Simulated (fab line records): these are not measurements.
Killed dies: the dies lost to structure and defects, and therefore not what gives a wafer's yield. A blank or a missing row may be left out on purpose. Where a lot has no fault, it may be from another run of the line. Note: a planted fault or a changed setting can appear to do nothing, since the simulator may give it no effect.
Chamber matching    flow sky130    SKY_CONTACT_ETCH_17 on rie-diel-01 has 4 sister chambers
The step etches SiO2 in C4F8/O2/Ar, stops on Si3N4, target depth 340 nm. 14 wafers are shown with their chamber, then 7 later ones without.

WAFERS WITH THEIR CHAMBER
wafer   chamber  oes-product-au (a.u.)
L814.3  2        0.898
L814.4  0        0.892
L814.6  1        0.893
L817.4  1        0.894
L817.5  2        0.891
L817.6  1        0.885
L829.2  3        0.891
L829.3  1        0.889
L829.4  0        0.885
L832.1  3        0.890
L832.2  0        0.892
L832.5  0        0.895
L833.1  3        0.894
L833.2  0        0.891

SIGNATURES (averages over the wafers above)
reading         chamber 0  chamber 1  chamber 2  chamber 3  scatter within a chamber
oes-product-au  0.89100    0.89025    0.89450    0.89167    0.00371
Rule: for each reading, subtract the chamber's mean from the wafer's reading, divide by that reading's scatter and square the result; add these up over the readings and take the root, which gives the wafer's distance from the chamber. If the next closest chamber is less than 2 further off than the closest, the wafer can't be placed; otherwise it belongs to the closest. The scatter: the root of (the sum of the squares of (reading less its chamber's mean) over the shown wafers, divided by (wafers less chambers)).

WAFERS WITH NO CHAMBER GIVEN
wafer   oes-product-au (a.u.)
L833.6  0.889
L835.1  0.888
L835.4  0.898
L835.6  0.892
L836.1  0.891
L836.3  0.891
L836.6  0.896

THE CHAMBER EACH PASSED THROUGH
wafer   from the rows above                in truth
L833.6  can't be placed: 1 or 0 or 3 or 2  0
L835.1  can't be placed: 1 or 0 or 3 or 2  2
L835.4  can't be placed: 2 or 3 or 0 or 1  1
L835.6  can't be placed: 3 or 0 or 1 or 2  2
L836.1  can't be placed: 0 or 3 or 1 or 2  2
L836.3  can't be placed: 0 or 3 or 1 or 2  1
L836.6  can't be placed: 2 or 3 or 0 or 1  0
Correct placement for 0 of the 7. Can't be placed from these rows: 7 (the true chamber is among the candidates in 7). 0 placed wrongly.
